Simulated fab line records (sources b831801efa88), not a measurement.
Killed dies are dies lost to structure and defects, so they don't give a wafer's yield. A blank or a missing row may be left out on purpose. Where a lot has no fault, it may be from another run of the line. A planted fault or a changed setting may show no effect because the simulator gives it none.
A lot that was struck, set against a sound lot / flow sky130 / 14 out of 708 route steps
Sound: the wafers L311.1, L311.5, L311.6. Wafers L320.1, L320.5, L320.6 were the ones struck. Last of all comes the cause.
Order at every step that has rows: each side's tool, ch and its chambers, its first start. Under that, the readings that differ: sound wafers / struck wafers / difference of the means / sigmas: that difference in standard deviations of wafers without a fault.
alike: words and numbers the same on both sides, and readings whose means are apart by under 2 such deviations; not compared: readings that were withheld, readings missing a value for some wafer, numbers with overlapping values and no deviation given by the record, and bounds like >300 which may hide the same value.
The two part at a step that has a row with sigmas, a row that says differs or no value, or rows on one side only. When numbers do not overlap yet have no deviation, they are printed without sigmas and do not part them. Lack of a reading on every wafer of one side parts them only where that side has two or more wafers.

SKY_VIA3_ETCH_15: etches SiO2 in C4F8/O2/Ar, stops on TiN, target depth 507 nm, time 78 s.
  sound on rie_diel-02 ch 0,3, day 45 01:01; struck on rie_diel-02 ch 0,1,3, day 45 07:25
  alike: chamber_pressure_mTorr, oes_product_au
then, 5 steps without rows for these wafers: SKY_VIA3_STRIP_16 (strips in O2/N2); SKY_VIA3_STRIP_17 (strips in post etch residue remover, time 1200 s); SKY_VIA3_CLEAN_18 (cleans in IPA, time 180 s); SKY_VIA3_CLEAN_19 (cleans in O3/DIW); SKY_VIA3_SPUTTER_20 (material TiN, target thk 20 nm, time 80 s).
SKY_VIA3_CVD_21: deposits W, target thk 390 nm, time 117.31 s.
  sound on cvd_w-02 ch 0,1, day 45 01:47; struck on cvd_w-01 ch 0,1, day 45 08:08
  alike: heater_power_w
  not compared: since_wet_clean_h
SKY_VIA3_RS_MEAS_22: measures by four-point-probe.
  sound: film_metro-03 at day 45 01:55; struck: film_metro-03 at day 45 08:16
reading=VIA3_W_RS (ohm/sq); sound=0.2969 0.2983 0.2988; struck=0.2893 0.2883 0.2942; difference=-0.0074; sigmas=-2
SKY_VIA3_THK_MEAS_23: measures by xrf.
  sound: film_metro-03 at day 45 02:02; struck: film_metro-03 at day 45 08:23
reading=VIA3_W_THK (nm); sound=391 389 390; struck=400 403 397; difference=+10; sigmas=+2
SKY_VIA3_CMP_24: polishes, stops on SiO2, t overpolish 20 s, target thk 0 nm.
  sound on cmp-01 ch 0,2,3, day 45 02:11; struck on cmp-02 ch 2,3, day 45 08:49
  alike: motor_current_A, overpolish_run_s, time_to_endpoint_s
then, 1 step without rows for these wafers: SKY_METAL4_SPUTTER_00 (material Ti, target thk 15 nm, time 10 s).
SKY_METAL4_SPUTTER_01: material TiN, target thk 20 nm, time 16.7 s.
  sound: pvd_sputter-04 at day 45 02:25; struck: pvd_sputter-03 at day 45 09:09
  alike: cathode_dc_power_W, chamber_pressure_pa, throttle_valve_pct
SKY_METAL4_SPUTTER_02: material AlCu, target thk 735 nm, time 39.1 s.
  sound: pvd_sputter-04 at day 45 02:26; struck: pvd_sputter-03 at day 45 09:10
  no value came back on the struck wafers for cathode_dc_power_W (W), chamber_pressure_pa (Pa), throttle_valve_pct (%); on the sound wafers cathode_dc_power_W (W) reads 10598 10596 10600
SKY_METAL4_SPUTTER_03: material Ti, target thk 5 nm, time 3.3 s.
  sound: pvd_sputter-04 at day 45 02:29; struck: pvd_sputter-03 at day 45 09:13
  alike: cathode_dc_power_W, chamber_pressure_pa, throttle_valve_pct

## WHERE THEY PART
Earliest at SKY_VIA3_RS_MEAS_22; latest, in this record, at SKY_METAL4_SPUTTER_02. Later steps at which nothing parts them and some readings are alike: SKY_METAL4_SPUTTER_03.

WHY: what the simulator had put in
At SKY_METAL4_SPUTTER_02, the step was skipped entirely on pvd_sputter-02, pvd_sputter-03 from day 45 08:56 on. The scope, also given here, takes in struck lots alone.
